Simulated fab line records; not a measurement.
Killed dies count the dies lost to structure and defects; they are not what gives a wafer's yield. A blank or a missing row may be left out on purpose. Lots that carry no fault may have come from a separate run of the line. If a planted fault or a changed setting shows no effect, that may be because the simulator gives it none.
fab line records	flow sky130
record: lots: 6	wafers: 18	last-day: 50
route steps=708 shown SONOS_TUNNEL@158 SONOS_ONO@168 PAD_OPEN@708
lots that met no fault: from a run of the same line without faults
start-h: hours from the record's first day to the start of the lot's first wafer shown	wait-h: time in hours since the lot's previous step	" repeats the value in the row above	L1.1+2: a single row standing in for several wafers	- either no value or no given start	* or withheld: withheld	< > ~ a bound
route shown NAME@n: names a module that has steps shown in the file, with the first one's number in the route	usual: mean/standard deviation taken from wafers without a fault	same: alike in all rows	chamber/n: place in a boat	sites: readings site by site	_std_site: their standard deviation	_edge_site: inner sites' mean taken away from outer sites' mean	radius-mm: how far each site lies from the wafer's centre	mask NAME#n: copy n	behind: the most recent tool/chamber to have shaped the wafer	hold: reason for holding the lot/hours on hold/outcome of the hold	device: transistor that didn't switch, given as n, p or np	end of line: the tests these same wafers got at the end of their route	where a step has no rows: the recipe by itself	killed: dies lost to structure and defects at the first sort, not the wafer's yield	map: per-die view of a wafer (x killed, . not killed, _ where there is no die)
set.NAME: the setting that was run; set.NAME@STEP: the one run at that earlier step	model.NAME: the simulator's own value behind a step, which no gauge read
certain route steps with their lots: each step a table, each wafer a row
== steps ==
step: SKY_SONOS_TUNNEL_EXPOSE_04
recipe: mask-id: TUNM	na: 0.6	source-shape: conventional	sigma-outer: 0.6	polarization: unpolarized	target-cd-nm: 410	dose-mj: 136
step: SKY_SONOS_TUNNEL_PEB_05
recipe: temp-c: withheld	time-s: *	resist: NOVOLAK
step: SKY_SONOS_TUNNEL_DEVELOP_06
recipe: resist: NOVOLAK	developer: TMAH	develop-time-s: 60	dev-temp-c: 23
step: SKY_SONOS_TUNNEL_CD_MEAS_07
recipe: target-cd-nm: 410
usual: cd-nm: 409.7/2.3
lot.wafer	tool	chamber	start-h	wait-h	cd-nm
L518.1	cd-sem-02	-	247.40	0.1	414.3
L518.3	"	-	"	"	411.7
L518.6	"	-	"	"	412.4
L519.4	cd-sem-01	-	252.50	0.1	408.0
L519.5	"	-	"	"	407.8
L519.6	"	-	"	"	407.9
L520.3	cd-sem-01	-	263.18	0.1	405.9
L520.4	"	-	"	"	403.6
L520.5	"	-	"	"	403.9
L521.1	cd-sem-02	-	274.83	0.1	411.8
L521.3	"	-	"	"	412.1
L521.5	"	-	"	"	409.8
L531.2	cd-sem-01	-	360.75	0.1	407.2
L531.4	"	-	"	"	407.5
L531.5	"	-	"	"	406.8
L538.1	cd-sem-01	-	411.77	0.1	413.5
L538.2	"	-	"	"	410.2
L538.4	"	-	"	"	410.2
step: SKY_SONOS_TUNNEL_OVL_MEAS_08
usual: SONOS_TUNNEL_OVL: 0.2/1.2
lot.wafer	tool	chamber	start-h	wait-h	SONOS_TUNNEL_OVL[nm]
L518.1	overlay-02	-	247.52	0.1	1.3
L518.3	"	-	"	"	1.0
L518.6	"	-	"	"	-1.8
L519.4	overlay-02	-	252.58	0.1	1.4
L519.5	"	-	"	"	2.9
L519.6	"	-	"	"	1.9
L520.3	overlay-02	-	263.27	0.1	0.7
L520.4	"	-	"	"	0.7
L520.5	"	-	"	"	1.6
L521.1	overlay-01	-	274.95	0.1	1.1
L521.3	"	-	"	"	0.7
L521.5	"	-	"	"	1.1
L531.2	overlay-01	-	360.85	0.1	0.3
L531.4	"	-	"	"	1.3
L531.5	"	-	"	"	0.5
L538.1	overlay-01	-	411.89	0.1	-0.8
L538.2	"	-	"	"	-0.2
L538.4	"	-	"	"	-0.7
step: SKY_SONOS_TUNNEL_IMPLANT_09
recipe: species: B	energy-kev: 20.14	dose-cm2: 1e+12	tilt-deg: withheld
step: SKY_SONOS_TUNNEL_WET_ETCH_10
recipe: chemistry: dHF	target-depth-nm: 14	target: SiO2	dilution: 100:1	temp-c: 25	time-s: 280
step: SKY_SONOS_TUNNEL_STRIP_11
recipe: chemistry: SPM	time-s: 600	temp-c: 130
step: SKY_SONOS_TUNNEL_TW_MEAS_12
usual: SONOS_TUNNEL_TW: 197.0/2
lot.wafer	tool	chamber	start-h	wait-h	SONOS_TUNNEL_TW
L518.1	film-metro-04	-	247.96	0.0	198.9
L518.3	"	-	"	"	199.4
L518.6	"	-	"	"	198.0
L519.4	film-metro-01	-	253.04	0.0	196.7
L519.5	"	-	"	"	197.8
L519.6	"	-	"	"	197.6
L520.3	film-metro-01	-	263.74	0.0	197.2
L520.4	"	-	"	"	196.9
L520.5	"	-	"	"	197.3
L521.1	film-metro-01	-	275.39	0.0	196.3
L521.3	"	-	"	"	198.1
L521.5	"	-	"	"	197.5
L531.2	film-metro-03	-	361.57	0.0	194.0
L531.4	"	-	"	"	194.2
L531.5	"	-	"	"	195.4
L538.1	film-metro-03	-	412.36	0.0	195.1
L538.2	"	-	"	"	194.6
L538.4	"	-	"	"	193.3
step: SKY_SONOS_TUNNEL_CLEAN_13
recipe: chemistry: dHF	time-s: 20	dilution: 100:1	dry: ipa-marangoni
step: SKY_SONOS_ONO_OXIDATION_00
recipe: temp-c: 800	ambient: O2	idle-temp-c: 700	ramp-up-c-per-min: 10	ramp-down-c-per-min: 3	stabilise-s: 600	purge-s: 300	target-thk-a: 26	ox-time-s: 1249
step: SKY_SONOS_ONO_THK_MEAS_01
recipe: reads: SiO2_of_SONOS_ONO_OXIDATION_00
usual: SONOS_ONO_OXIDATION_THK: 2.59/0.071
lot.wafer	tool	chamber	start-h	wait-h	SONOS_ONO_OXIDATION_THK[nm]
L518.1	film-metro-04	-	252.35	0.0	2.54
L518.3	"	-	"	"	2.58
L518.6	"	-	"	"	2.65
L519.4	film-metro-04	-	256.09	0.0	2.62
L519.5	"	-	"	"	2.64
L519.6	"	-	"	"	2.57
L520.3	film-metro-04	-	267.45	0.0	2.52
L520.4	"	-	"	"	2.53
L520.5	"	-	"	"	2.54
L521.1	film-metro-04	-	277.12	0.0	2.52
L521.3	"	-	"	"	2.60
L521.5	"	-	"	"	2.59
L531.2	film-metro-01	-	363.37	0.0	2.56
L531.4	"	-	"	"	2.56
L531.5	"	-	"	"	2.47
L538.1	film-metro-01	-	413.78	0.0	2.48
L538.2	"	-	"	"	2.48
L538.4	"	-	"	"	2.42
step: SKY_SONOS_ONO_CVD_02
recipe: material: Si3N4	precursor: DCS/NH3	target-thk-nm: 10.5	temp-c: 770	time-s: 180	pressure-mtorr: 250
usual: pressure-mtorr: 250.1/0.49	zone-power-upper-pct: 12.7/1.1
lot.wafer	tool	chamber	start-h	wait-h	pressure-mtorr	zone-power-upper-pct	model.Si3N4_of_SONOS_ONO_CVD_02.thk-nm
L518.1	lpcvd-02	1	252.41	0.1	250.6	11.5	10.63
L518.3	"	1	"	"	250.6	11.3	10.52
L518.6	"	1	"	"	249.9	11.4	10.6
L519.4	lpcvd-02	1	257.38	1.3	250.4	11.5	10.66
L519.5	"	1	"	"	250.2	11.4	10.63
L519.6	"	1	"	"	250.0	11.5	10.58
L520.3	lpcvd-02	0	267.49	0.0	200.5	13.8	9.854
L520.4	"	0	"	"	200.6	13.6	9.627
L520.5	"	0	"	"	199.8	13.8	9.658
L521.1	lpcvd-02	0	279.84	2.7	199.8	13.8	10.02
L521.3	"	0	"	"	199.4	13.7	9.851
L521.5	"	0	"	"	199.8	13.7	9.969
L531.2	lpcvd-02	0	364.62	1.2	249.5	13.7	10.67
L531.4	"	0	"	"	250.0	13.9	10.77
L531.5	"	0	"	"	249.7	13.5	10.63
L538.1	lpcvd-02	0	415.85	2.1	249.7	13.8	10.7
L538.2	"	0	"	"	250.6	13.6	10.93
L538.4	"	0	"	"	251.2	13.7	10.7
step: SKY_SONOS_ONO_THK_MEAS_03
recipe: reads: Si3N4_of_SONOS_ONO_CVD_02
usual: SONOS_ONO_CVD_02_THK: 10.50/0.16
lot.wafer	tool	chamber	start-h	wait-h	hold	SONOS_ONO_CVD_02_THK[nm]
L518.1	film-metro-01	-	253.46	0.0	-	10.62
L518.3	"	-	"	"	-	10.54
L518.6	"	-	"	"	-	10.59
L519.4	film-metro-01	-	258.46	0.0	-	10.62
L519.5	"	-	"	"	-	10.64
L519.6	"	-	"	"	-	10.52
L520.3	film-metro-01	-	268.56	0.0	await-dispo/0.2h/release	9.85
L520.4	"	-	"	"	await-dispo/0.2h/release	9.68
L520.5	"	-	"	"	await-dispo/0.2h/release	9.66
L520.3	film-metro-01	-	268.79	0.2	-	9.86
L520.4	"	-	"	"	-	9.57
L520.5	"	-	"	"	-	9.67
L521.1	film-metro-04	-	280.89	0.0	await-dispo/0.2h/release	10.03
L521.3	"	-	"	"	await-dispo/0.2h/release	9.83
L521.5	"	-	"	"	await-dispo/0.2h/release	9.96
L521.1	film-metro-04	-	281.11	0.2	-	10.03
L521.3	"	-	"	"	-	9.86
L521.5	"	-	"	"	-	9.94
L531.2	film-metro-04	-	365.68	0.0	-	10.70
L531.4	"	-	"	"	-	10.73
L531.5	"	-	"	"	-	10.58
L538.1	film-metro-04	-	416.90	0.0	-	10.70
L538.2	"	-	"	"	-	10.93
L538.4	"	-	"	"	-	10.72
step: SKY_PAD_OPEN_PROBE_99
usual: killed_at_M0_to_M3: 43/7.7	killed_at_M4_up: 3.4/1.9	killed-at-contacts: 25/5.6	killed-at-front-end: 14/4.3	killed-at-other: 0.2/0.5	killed-dies: 86/10	killed-open: 47/7.2	killed-short: 39/6.7
same: gross-dies: 492	killed-at-back-side: 0
lot.wafer	tool	chamber	start-h	wait-h	killed_at_M0_to_M3	killed_at_M4_up	killed-at-contacts	killed-at-front-end	killed-at-other	killed-dies	killed-open	killed-short	model.etest.cap-ono.gate-log10-a-cm2	model.etest.cap-ono.tox-acc-nm	model.etest.sonos-programmed.vt-v	model.etest.sonos-erased.vt-v	model.etest.sonos-baked.vt-v	model.etest.sonos-baked.vt-less-v
L518.1	prober-02	-	1078.15	0.1	42	3	28	14	0	87	45	42	-8.25	13.13	1.323	-2.195	0.8545	-0.4684
L518.3	prober-02	-	1078.25	0.2	51	3	29	15	0	98	54	44	-8.133	13.05	1.401	-2.187	0.9296	-0.4712
L518.6	prober-02	-	1078.40	0.2	41	5	30	9	0	85	47	38	-8.222	13.12	1.37	-2.176	0.8804	-0.4896
L519.4	prober-01	-	1079.29	0.2	37	1	26	19	0	83	54	29	-8.037	13	1.424	-2.256	0.9292	-0.4952
L519.5	prober-01	-	1079.34	0.2	30	2	30	16	1	79	39	40	-7.907	12.85	1.495	-2.28	0.968	-0.527
L519.6	prober-01	-	1079.39	0.2	46	2	22	14	1	85	44	41	-7.803	12.77	1.515	-2.3	0.9789	-0.5357
L520.3	prober-02	-	1088.25	0.2	46	4	24	14	1	89	49	40	-7.529	12.52	1.624	-2.462	0.986	-0.6381
L520.4	prober-02	-	1088.30	0.2	43	4	17	19	1	84	39	45	-7.239	12.38	1.721	-2.496	1.029	-0.6921
L520.5	prober-02	-	1088.35	0.2	48	3	30	23	0	104	63	41	-7.431	12.51	1.605	-2.427	1.044	-0.5607
L521.1	prober-01	-	1098.14	0.1	46	4	35	21	0	106	56	50	-7.695	12.69	1.565	-2.356	0.9994	-0.5651
L521.3	prober-01	-	1098.24	0.2	37	2	28	17	0	84	38	46	-7.555	12.65	1.629	-2.398	1.016	-0.6139
L521.5	prober-01	-	1098.34	0.2	44	1	25	19	0	89	45	44	-7.637	12.68	1.54	-2.335	1.032	-0.507
L531.2	prober-01	-	1156.26	0.1	28	8	21	17	0	74	38	36	-7.929	12.91	1.448	-2.279	0.9319	-0.5158
L531.4	prober-01	-	1156.36	0.2	64	7	19	9	0	99	57	42	-8.122	13.07	1.376	-2.235	0.9139	-0.4617
L531.5	prober-01	-	1156.41	0.2	40	1	29	16	0	86	51	35	-7.862	12.84	1.452	-2.321	0.9493	-0.5023
L538.1	prober-02	-	1189.35	0.1	50	5	28	12	0	95	47	48	-7.833	12.81	1.523	-2.322	0.9511	-0.5721
L538.2	prober-02	-	1189.40	0.1	45	2	29	11	0	87	46	41	-8.014	12.96	1.403	-2.276	0.9087	-0.4943
L538.4	prober-02	-	1189.50	0.2	48	5	26	8	1	88	46	42	-7.982	12.93	1.403	-2.287	0.859	-0.5442
killed by level:class
L518.1 CONTACT:geometric-particle:short=9 CONTACT:geometric-particle:open=9 VIA1:geometric-particle:open=9 VIA3:geometric-particle:open=7 VIA2:geometric-particle:open=6 VIA1:geometric-particle:short=6 METAL1:geometric-particle:short=4 POLY_GATE:geometric-particle:short=4
L518.3 CONTACT:geometric-particle:open=12 VIA1:geometric-particle:open=11 VIA3:geometric-particle:open=9 LI_CONTACT:geometric-particle:open=6 METAL2:geometric-particle:short=6 VIA2:geometric-particle:open=6 CONTACT:geometric-particle:short=5 METAL1:geometric-particle:short=5
L518.6 CONTACT:geometric-particle:open=13 VIA1:geometric-particle:open=9 LI_CONTACT:geometric-particle:open=6 POLY_GATE:geometric-particle:open=5 VIA2:geometric-particle:open=5 METAL1:geometric-particle:short=5 METAL2:geometric-particle:short=5 VIA2:geometric-particle:short=5
L519.4 LI_CONTACT:geometric-particle:open=11 FIELD_ISO:geometric-particle:open=8 CONTACT:geometric-particle:open=8 VIA1:geometric-particle:open=8 VIA3:geometric-particle:open=7 METAL1:geometric-particle:short=6 POLY_GATE:geometric-particle:open=4 METAL2:geometric-particle:short=4
L519.5 CONTACT:geometric-particle:open=9 CONTACT:geometric-particle:short=7 METAL2:geometric-particle:short=7 LI_CONTACT:geometric-particle:open=6 VIA2:geometric-particle:open=5 VIA3:geometric-particle:short=4 LOCAL_INTERCONNECT:geometric-particle:short=4 FIELD_ISO:geometric-particle:short=3
L519.6 VIA1:geometric-particle:open=11 METAL2:geometric-particle:short=8 LI_CONTACT:geometric-particle:open=6 CONTACT:geometric-particle:open=6 VIA3:geometric-particle:open=6 METAL1:geometric-particle:short=5 FIELD_ISO:geometric-particle:open=4 LOCAL_INTERCONNECT:geometric-particle:short=4
L520.3 VIA2:geometric-particle:open=10 VIA1:geometric-particle:open=9 CONTACT:geometric-particle:open=8 VIA3:geometric-particle:open=8 CONTACT:geometric-particle:short=7 METAL2:geometric-particle:short=6 FIELD_ISO:geometric-particle:open=5 VIA1:geometric-particle:short=5
L520.4 VIA2:geometric-particle:open=10 POLY_GATE:geometric-particle:short=9 VIA1:geometric-particle:open=9 CONTACT:geometric-particle:open=6 METAL2:geometric-particle:short=5 VIA3:geometric-particle:open=5 CONTACT:geometric-particle:short=4 VIA1:geometric-particle:short=4
L520.5 CONTACT:geometric-particle:open=12 VIA2:geometric-particle:open=9 VIA1:geometric-particle:open=9 VIA1:geometric-particle:short=8 FIELD_ISO:geometric-particle:open=7 VIA3:geometric-particle:open=7 LOCAL_INTERCONNECT:geometric-particle:short=6 LI_CONTACT:geometric-particle:open=6
L521.1 LI_CONTACT:geometric-particle:open=13 CONTACT:geometric-particle:open=9 VIA1:geometric-particle:open=8 METAL2:geometric-particle:short=8 FIELD_ISO:geometric-particle:short=7 VIA2:geometric-particle:open=7 POLY_GATE:geometric-particle:short=6 FIELD_ISO:geometric-particle:open=5
L521.3 CONTACT:geometric-particle:open=9 LI_CONTACT:geometric-particle:open=8 VIA3:geometric-particle:short=8 METAL1:geometric-particle:short=6 VIA2:geometric-particle:open=6 POLY_GATE:geometric-particle:short=5 LOCAL_INTERCONNECT:geometric-particle:short=5 VIA1:geometric-particle:open=5
L521.5 VIA1:geometric-particle:open=10 FIELD_ISO:geometric-particle:short=8 LI_CONTACT:geometric-particle:open=7 LOCAL_INTERCONNECT:geometric-particle:short=7 CONTACT:geometric-particle:open=7 VIA1:geometric-particle:short=6 VIA3:geometric-particle:open=6 METAL1:geometric-particle:short=5
L531.2 CONTACT:geometric-particle:open=9 FIELD_ISO:geometric-particle:short=8 VIA1:geometric-particle:open=7 METAL2:geometric-particle:short=5 CONTACT:geometric-particle:short=5 METAL4:geometric-particle:short=5 LI_CONTACT:geometric-particle:open=4 FIELD_ISO:geometric-particle:open=3
L531.4 VIA1:geometric-particle:open=15 VIA2:geometric-particle:open=13 CONTACT:geometric-particle:open=8 METAL1:geometric-particle:short=7 VIA1:geometric-particle:short=6 VIA3:geometric-particle:open=6 LI_CONTACT:geometric-particle:open=5 METAL2:geometric-particle:short=5
L531.5 CONTACT:geometric-particle:open=12 LI_CONTACT:geometric-particle:open=9 VIA2:geometric-particle:open=8 VIA1:geometric-particle:open=7 VIA3:geometric-particle:open=7 POLY_GATE:geometric-particle:short=5 VIA1:geometric-particle:short=5 FIELD_ISO:geometric-particle:short=4
L538.1 VIA1:geometric-particle:open=12 CONTACT:geometric-particle:open=12 CONTACT:geometric-particle:short=9 VIA1:geometric-particle:short=8 VIA2:geometric-particle:short=8 METAL2:geometric-particle:short=6 FIELD_ISO:geometric-particle:open=5 VIA2:geometric-particle:open=4
L538.2 VIA1:geometric-particle:open=11 CONTACT:geometric-particle:open=10 LI_CONTACT:geometric-particle:open=8 VIA2:geometric-particle:open=7 METAL2:geometric-particle:short=6 VIA2:geometric-particle:short=6 LOCAL_INTERCONNECT:geometric-particle:short=5 METAL1:geometric-particle:short=5
L538.4 VIA1:geometric-particle:open=10 CONTACT:geometric-particle:open=9 CONTACT:geometric-particle:short=8 VIA2:geometric-particle:open=8 VIA3:geometric-particle:open=7 VIA1:geometric-particle:short=5 VIA2:geometric-particle:short=4 FIELD_ISO:geometric-particle:open=3
== key ==
first-sign: step: SKY_SONOS_ONO_CVD_02	reading: pressure-mtorr	direction: down	sigmas: 99+	usual: 250.1	struck: 200.0
effect: step: SKY_SONOS_ONO_THK_MEAS_03	reading: visit	direction: added
model-effect: step: SKY_SONOS_ONO_CVD_02	value: Si3N4_of_SONOS_ONO_CVD_02.thk-nm	without: 10.51	struck: 9.83
model-effect: step: SKY_PAD_OPEN_PROBE_99	value: etest.cap-ono.gate-log10-a-cm2	without: -7.96	struck: -7.514
met-at SKY_SONOS_ONO_CVD_02
struck-wafers L520.3,L520.4,L520.5,L521.1,L521.3,L521.5
tester-left-out L520,L521
onset-between 257.38 267.49
fault: kind: process-parameter-drift	tool: lpcvd-02	chamber: -	onset-h: 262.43	steps: SKY_SONOS_ONO_CVD_02	channel: pressure-mtorr	offset: -50	shape: step	end-h: 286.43	acts-in: these-recipes-only	stated: 250
tester-left-out: of these lots the tester's yield and bins aren't shown, on N5 and GAA mostly nor the transistor test; their killed dies are dies lost to structure and defects alone, not to doping, threshold or leakage, so they don't give the yield
